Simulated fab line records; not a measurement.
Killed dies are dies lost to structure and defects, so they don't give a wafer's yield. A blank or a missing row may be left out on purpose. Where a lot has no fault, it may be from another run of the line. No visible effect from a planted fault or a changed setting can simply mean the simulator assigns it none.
Struck lot and sound lot, side by side / flow sky130 / 32 out of 708 route steps
Sound: these wafers, L135.2, L135.3, L135.5. The struck wafers were L147.1, L147.5, L147.6. The cause is given at the end.
For every step that has rows: the tool of each side, followed by ch and its chambers, followed by its first start. Under that, the readings that differ: sound wafers / struck wafers / difference of the means / sigmas: that difference in standard deviations of wafers without a fault.
alike: words and numbers the same on both sides, and readings whose means are apart by under 2 such deviations; not compared: readings that were withheld, readings missing a value for some wafer, numbers with overlapping values and no deviation given by the record, and bounds like >300 which may hide the same value.
Wherever a step has rows on one side only, a row that says differs or no value, or a row with sigmas, the two part there. When numbers do not overlap yet have no deviation, they are printed without sigmas and do not part them. A reading missing from all wafers of one side parts the sides only when that side holds two or more wafers.

SKY_PWDE_OVL_MEAS_07:
  sound on overlay-02 at day 4 13:29; struck on overlay-01 at day 7 11:40
  alike: PWDE_OVL
following that, these wafers have no rows for 1 step: SKY_PWDE_IMPLANT_08.
SKY_PWDE_STRIP_09: strips in O2/N2.
  sound on plasma_asher-01 ch 0, day 4 13:40; struck on plasma_asher-02 ch 0,1, day 7 11:51
reading=o2_flow_sccm (sccm); sound=3014 3013 3001; struck=2930 3002 3000; difference=-32; sigmas=-3
  alike: drypump_motor_current_A, oes_product_au, strip_time_to_endpoint_s
  not compared: rf_hours_counter_h
SKY_PWDE_TW_MEAS_10:
  sound on film_metro-03 at day 4 13:46; struck on film_metro-01 at day 7 11:57
  alike: PWDE_TW
then, 7 steps without rows for these wafers: SKY_NWELL_DEHYDRATE_03 (time 60 s); SKY_NWELL_HMDS_04 (prime time 60 s); SKY_NWELL_COAT_05 (resist thk 3000 nm); SKY_NWELL_SOFTBAKE_06; SKY_NWELL_EXPOSE_07 (exposes mask NWM, target cd 840 nm); SKY_NWELL_PEB_08; SKY_NWELL_DEVELOP_09 (develop time 60 s).
SKY_NWELL_OVL_MEAS_10:
  sound on overlay-01 at day 5 07:31; struck on overlay-02 at day 8 08:16
reading=NWELL_00_OVL (nm); sound=-1.5 -1.3 -2.2; struck=2.3 2.3 1.2; difference=+3.6; sigmas=+3
SKY_NWELL_IMPLANT_11:
  sound on implanter-02 ch 0, day 5 07:34; struck on implanter-03 ch 0, day 8 08:18
reading=beam_energy_keV; sound=400.07 400.09 400.23; struck=378.99 378.95 379.15; difference=-21.10; sigmas=-99 or more
reading=model.implant.rp_nm (nm); sound=509.7 509.7 509.7; struck=483.7 483.7 483.7; difference=-26.0; sigmas=
reading=model.implant.drp_nm (nm); sound=116.9 116.9 116.9; struck=113.5 113.5 113.5; difference=-3.4; sigmas=
then, 2 steps without rows for these wafers: SKY_NWELL_IMPLANT_12; SKY_NWELL_IMPLANT_13.
SKY_NWELL_STRIP_14: strips in O2/N2.
  sound on plasma_asher-03 ch 1, day 5 07:59; struck on plasma_asher-01 ch 0,1, day 8 08:45
  alike: drypump_motor_current_A, o2_flow_sccm, oes_product_au, strip_time_to_endpoint_s
  not compared: rf_hours_counter_h
SKY_NWELL_TW_MEAS_15:
  sound on film_metro-03 at day 5 08:06; struck on film_metro-03 at day 8 08:51
  alike: NWELL_TW
then, 7 steps without rows for these wafers: SKY_NWELL_DEHYDRATE_16 (time 60 s); SKY_NWELL_HMDS_17 (prime time 60 s); SKY_NWELL_COAT_18 (resist thk 3000 nm); SKY_NWELL_SOFTBAKE_19; SKY_NWELL_EXPOSE_20 (exposes mask NWM COMPLEMENT, target cd 840 nm); SKY_NWELL_PEB_21; SKY_NWELL_DEVELOP_22 (develop time 60 s).
SKY_NWELL_OVL_MEAS_23:
  sound on overlay-02 at day 6 02:22; struck on overlay-01 at day 9 05:34
  alike: NWELL_01_OVL
following that, these wafers have no rows for 1 step: SKY_NWELL_IMPLANT_24.
SKY_NWELL_STRIP_25: strips in O2/N2.
  sound on plasma_asher-04 ch 0,1, day 6 02:32; struck on plasma_asher-03 ch 0,1, day 9 05:45
reading=oes_product_au (a.u.); sound=0.714 0.720 0.717; struck=0.721 0.727 0.727; difference=+0.008; sigmas=+2
  alike: drypump_motor_current_A, o2_flow_sccm, strip_time_to_endpoint_s
  not compared: rf_hours_counter_h
SKY_NWELL_TW_MEAS_26:
  sound on film_metro-03 at day 6 02:39; struck on film_metro-01 at day 9 05:51
reading=NWELL_2_TW; sound=492 488 489; struck=501 503 500; difference=+12; sigmas=+2
then, 1 step without rows for these wafers: SKY_NWELL_CLEAN_27 (cleans in SC1/SC2, time 150 s).
SKY_NWELL_RTA_28: time 30 s.
  sound on rtp_anneal-02 ch 0, day 6 02:46; struck on rtp_anneal-02 ch 0, day 9 05:58
  alike: anneal_temp_c_max, lamp_power_pct, wafer_temp_C_max
SKY_NWELL_RS_MEAS_29: a four-point-probe measurement.
  sound on film_metro-04 at day 6 02:52; struck on film_metro-04 at day 9 06:04
reading=NWELL_RS (ohm/sq); sound=626.6 625.6 625.4; struck=634.3 632.5 634.1; difference=+7.8; sigmas=+4
-- the record jumps here: 40 days lie between the struck wafers' starts before and after (it left off in module NWELL and takes up again in module PAD_OPEN, whose first step shown is number 708 of the route) --
SKY_PAD_OPEN_PROBE_99:
  sound on prober-02 at day 46 15:49; struck on prober-01 at day 49 09:15
reading=model.etest.res_nwell.line_ohm_um; sound=1108 1087 1094; struck=1247 1258 1211; difference=+142; sigmas=
reading=model.etest.res_nwell.rs_ohm_sq; sound=909.7 908.6 908.3; struck=1061 1070 1009; difference=+138; sigmas=
reading=model.etest.tip_p_5v.rs_ohm_sq; sound=2844 2858 2875; struck=2882 2880 2902; difference=+29; sigmas=
reading=model.etest.pfet_g5v0d10v5.off_log10_a_um; sound=-12.57 -12.56 -12.54; struck=-13.02 -12.98 -12.88; difference=-0.40; sigmas=
reading=model.etest.iso_nwell_nwell.leak_log10_a_um; sound=-13.56 -13.42 -13.49; struck=-13.83 -13.94 -13.88; difference=-0.39; sigmas=
reading=model.etest.pfet_01v8_lvt.off_log10_a_um; sound=-8.479 -8.668 -8.626; struck=-9.214 -9.23 -9.092; difference=-0.588; sigmas=
reading=model.etest.pfet_g5v0d10v5.vt_sat_v (V); sound=-0.6203 -0.6296 -0.6397; struck=-0.6749 -0.6776 -0.6755; difference=-0.0461; sigmas=
reading=model.etest.pfet_16v.vt_v (V); sound=-1.097 -1.087 -1.095; struck=-1.114 -1.126 -1.126; difference=-0.029; sigmas=
  alike: killed_at_M0_to_M3, killed_at_M4_up, killed_at_contacts, killed_at_front_end, killed_at_other, killed_dies, killed_open, killed_short

## WHERE THEY PART
First at SKY_PWDE_STRIP_09; last, within this record, at SKY_NWELL_RS_MEAS_29. Later steps at which nothing parts them and some readings are alike: SKY_PAD_OPEN_PROBE_99.

WHY: what the simulator had put in
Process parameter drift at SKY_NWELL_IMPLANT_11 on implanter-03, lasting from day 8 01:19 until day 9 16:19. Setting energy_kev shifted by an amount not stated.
